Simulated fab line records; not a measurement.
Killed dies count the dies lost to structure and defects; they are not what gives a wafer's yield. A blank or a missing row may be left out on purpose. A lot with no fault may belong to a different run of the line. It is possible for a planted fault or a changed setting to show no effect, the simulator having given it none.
Which of the tools did it? -- flow gf180mcu -- 11 lots with 33 wafers sampled at 5 steps, on a route of 602 steps

WHAT THE GAUGES READ, wafer by wafer
GF_DUAL_GATE_THK_MEAS_03.
lot,measured,on,DUAL_GATE_OXIDATION_00_THK (nm)
L568,day 7 15:43,film metro-01,10.93 10.86 11.04
L569,day 7 22:17,film metro-01,10.73 10.67 10.64
L573,day 9 00:58,film metro-01,10.62 10.85 10.65
L574,day 9 06:09,film metro-03,11.39 11.38 11.19
L576,day 9 21:18,film metro-03,11.22 11.15 11.23
L577,day 10 03:13,film metro-02,11.06 11.22 10.98
L578,day 10 10:25,film metro-01,11.18 11.16 11.30
L586,day 12 14:34,film metro-03,10.91 10.97 11.10
L587,day 13 01:35,film metro-02,23.96 24.12 23.87
L588,day 13 05:01,film metro-03,23.78 23.91 23.96
L589,day 13 12:31,film metro-03,23.64 23.46 23.56

GF_POLY_GATE_CD_MEAS_10 targets a cd of 280 nm.
lot,measured,on,cd nm (nm)
L568,day 9 04:43,cd sem-01,279.0 278.8 280.5
L569,day 9 11:20,cd sem-02,279.3 279.9 279.3
L573,day 10 16:49,cd sem-01,281.7 280.6 281.6
L574,day 10 21:47,cd sem-02,278.3 279.9 279.8
L576,day 11 14:02,cd sem-02,277.4 278.6 277.9
L577,day 11 20:16,cd sem-02,279.9 279.7 277.8
L578,day 12 03:50,cd sem-02,280.2 279.9 279.5
L586,day 14 11:48,cd sem-01,278.8 278.5 279.3
L587,day 14 21:11,cd sem-02,278.7 278.5 278.3
L588,day 15 01:14,cd sem-02,280.0 280.6 279.7
L589,day 15 09:23,cd sem-02,280.6 280.4 280.3

WHAT TOOL EACH LOT RAN ON (gives the tool, then ch and the chambers of the sampled wafers, and finally the start)
lot,GF_MVPSD_STRIP_10,GF_VT_IMPLANT_STRIP_09,GF_DUAL_GATE_OXIDATION_02
L568,"plasma asher-04 ch 0,1, day 5 00:46","plasma asher-03 ch 1, day 5 15:38","furnace-01 ch 0, day 7 14:16"
L569,"plasma asher-04 ch 0,1, day 5 07:24","plasma asher-03 ch 0,1, day 5 21:37","furnace-01 ch 0, day 7 20:49"
L573,"plasma asher-03 ch 0,1, day 6 06:47","plasma asher-02 ch 1, day 6 21:56","furnace-01 ch 0, day 8 23:30"
L574,"plasma asher-03 ch 0,1, day 6 10:49","plasma asher-02 ch 0,1, day 7 02:01","furnace-02 ch 0, day 9 04:42"
L576,"plasma asher-03 ch 0,1, day 7 00:22","plasma asher-01 ch 0,1, day 7 15:41","furnace-02 ch 0, day 9 19:52"
L577,"plasma asher-02 ch 0,1, day 7 04:46","plasma asher-01 ch 0,1, day 7 20:56","furnace-02 ch 0, day 10 01:46"
L578,"plasma asher-03 ch 0,1, day 7 13:08","plasma asher-02 ch 0,1, day 8 05:07","furnace-02 ch 0, day 10 08:58"
L586,"plasma asher-03 ch 0,1, day 9 10:33","plasma asher-02 ch 0,1, day 10 04:03","furnace-02 ch 0, day 12 13:06"
L587,"plasma asher-02 ch 0, day 9 20:07","plasma asher-02 ch 0,1, day 10 14:10","furnace-01 ch 0, day 13 00:08"
L588,"plasma asher-04 ch 0, day 10 00:11","plasma asher-03 ch 0,1, day 10 17:56","furnace-01 ch 0, day 13 03:34"
L589,"plasma asher-04 ch 0,1, day 10 04:33","plasma asher-02 ch 0,1, day 10 23:19","furnace-01 ch 0, day 13 11:03"
- GF_MVPSD_STRIP_10: strips in O2/N2.
- GF_VT_IMPLANT_STRIP_09: strips in O2/N2.
- GF_DUAL_GATE_OXIDATION_02: stabilise 600 s, purge 300 s, target thk 10.887 nm.

AS READ BY THE TOOLS THEMSELVES (means over the sampled wafers that have a number; for cases with no such wafer, the mark the record gives instead)
GF_MVPSD_STRIP_10.
lot,tool,chamber pressure mTorr (mTorr),drypump motor current A (A),heater power w (W),o2 flow sccm (sccm),oes product au (a.u.),strip time to endpoint s (s)
L568,plasma asher-04,1499.7,6.6,329,2996,0.726,36.81
L569,plasma asher-04,1500.5,6.6,321,3001,0.724,36.81
L573,plasma asher-03,1499.7,5.6,284,3002,0.719,36.97
L574,plasma asher-03,1500.8,5.7,310,3000,0.725,37.08
L576,plasma asher-03,1499.8,5.7,305,3012,0.722,37.11
L577,plasma asher-02,1500.8,5.9,303,2993,0.721,36.89
L578,plasma asher-03,1499.3,5.6,286,2990,0.724,36.85
L586,plasma asher-03,1499.2,5.6,287,3000,0.727,37.11
L587,plasma asher-02,1499.8,5.8,347,3002,0.719,37.01
L588,plasma asher-04,1499.5,6.6,315,3005,0.723,36.94
L589,plasma asher-04,1500.0,6.6,322,3000,0.727,36.94

GF_VT_IMPLANT_STRIP_09.
lot,tool,chamber pressure mTorr (mTorr),drypump motor current A (A),heater power w (W),o2 flow sccm (sccm),oes product au (a.u.),strip time to endpoint s (s)
L568,plasma asher-03,1499.4,5.87,328,3008,0.715,12.62
L569,plasma asher-03,1500.5,5.55,288,2997,0.716,12.63
L573,plasma asher-02,1499.4,5.96,275,3009,0.714,12.64
L574,plasma asher-02,1500.1,5.92,303,3006,0.712,12.62
L576,plasma asher-01,1499.4,5.54,297,2997,0.714,12.68
L577,plasma asher-01,1499.9,5.52,297,3002,0.716,12.63
L578,plasma asher-02,1498.6,5.85,324,3002,0.717,12.59
L586,plasma asher-02,1501.4,5.91,295,2999,0.714,12.64
L587,plasma asher-02,1500.8,5.87,327,3000,0.715,12.69
L588,plasma asher-03,1500.9,5.57,288,3004,0.717,12.68
L589,plasma asher-02,1500.0,5.87,319,3004,0.715,12.67

GF_DUAL_GATE_OXIDATION_02.
lot,tool,spike tc bottom C (C),spike tc centre C (C),spike tc lower C (C),spike tc top C (C),spike tc upper C (C),tube center temp C (C),tube_center_temp_C_max,zone power bottom pct (%),zone power centre pct (%),zone power lower pct (%),zone power top pct (%),zone power upper pct (%)
L568,furnace-01,912,900.3,902.4,908.3,900.9,900,902.8,29.0,17.0,18.3,30.4,18.4
L569,furnace-01,911,899.7,900.9,907.8,900.1,900,902.8,28.6,16.9,18.2,30.5,18.5
L573,furnace-01,911,900.8,901.2,907.9,901.4,900,902.4,28.1,17.2,18.3,30.0,18.3
L574,furnace-02,919,901.9,901.2,905.6,899.0,900,902.5,26.1,17.9,16.4,29.7,18.0
L576,furnace-02,919,902.2,900.5,906.5,899.9,900,902.3,26.1,17.9,16.4,29.4,17.7
L577,furnace-02,919,901.4,901.4,905.9,900.3,900,901.9,26.2,18.0,16.4,30.0,17.9
L578,furnace-02,921,901.7,901.1,906.7,899.9,900,902.1,26.1,17.8,16.4,29.8,18.0
L586,furnace-02,919,900.7,900.9,907.1,900.1,900,902.4,26.1,17.9,16.4,29.7,17.8
L587,furnace-01,987,976.8,976.2,983.4,977.2,976,978.3,34.3,20.3,22.0,35.1,22.2
L588,furnace-01,987,977.2,976.2,983.0,976.8,976,978.5,34.2,20.7,22.1,35.2,22.3
L589,furnace-01,988,977.4,976.7,983.7,977.8,976,977.9,34.7,20.5,21.9,34.9,22.3

THE ANSWER, worked out from the rows above alone
Rule: usual is defined by the lots themselves. Put in order of their means at a reading, lots are off if they are a third of the lots or fewer, leave a main group of 4 or more, and stand apart from it by a gap of 3 or more times the standard deviation of the main group's means; of several such gaps the widest counts. The tables above print the reading to a certain number of digits; a main group whose means all agree to those digits is not used. Also off: a lot with no number at a reading for which 4 or more lots have one. Where the step has rows for the other lots, those lots are counted as sound. First the gauges in route order, then the tools' own readings, where a lot's mean is used as printed above. At the first step where some lot is off, the reading lying furthest off is the one used; lots without a number count as furthest.
Off: L587, L588, L589, at GF_DUAL_GATE_THK_MEAS_03 (DUAL_GATE_OXIDATION_00_THK). For the main group the mean is 11.02 nm and the standard deviation 0.22.
A tool fits if, at a process step before that reading, it ran every lot that is off, and no sound lot after the first of them. The gauges at GF_DUAL_GATE_THK_MEAS_03 aren't tried: what is off there is off at GF_DUAL_GATE_OXIDATION_02 too, on other tools, and a gauge's error can't cause that. One fits: GF_DUAL_GATE_OXIDATION_02 on furnace-01. A fault onset in the window from L573 (day 8 23:30, its last sound lot) to L587 (day 13 00:08, its first lot off) fits.
The tool's own readings at GF_DUAL_GATE_OXIDATION_02 bear it out: on the lots that are off they differ by more than 5 times the standard deviation of the sound lots' means. spike tc bottom C reads 987 C there against 916 C on the sound lots; spike tc centre C reads 977.1 C there against 901.1 C on the sound lots; spike tc lower C reads 976.4 C there against 901.2 C on the sound lots; spike tc top C reads 983.4 C there against 907.0 C on the sound lots; spike tc upper C reads 977.3 C there against 900.2 C on the sound lots; tube center temp C reads 976 C there against 900 C on the sound lots; tube_center_temp_C_max reads 978.2 there against 902.4 on the sound lots; zone power bottom pct reads 34.4 % there against 27.0 % on the sound lots; zone power centre pct reads 20.5 % there against 17.6 % on the sound lots; zone power lower pct reads 22.0 % there against 17.1 % on the sound lots; zone power top pct reads 35.1 % there against 29.9 % on the sound lots; zone power upper pct reads 22.3 % there against 18.1 % on the sound lots.

WHAT THE SIMULATOR PUT IN
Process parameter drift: furnace-01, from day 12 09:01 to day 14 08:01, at GF_DUAL_GATE_OXIDATION_02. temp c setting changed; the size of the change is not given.
Lots struck among those shown: L587, L588, L589. This agrees with what the rule above found.
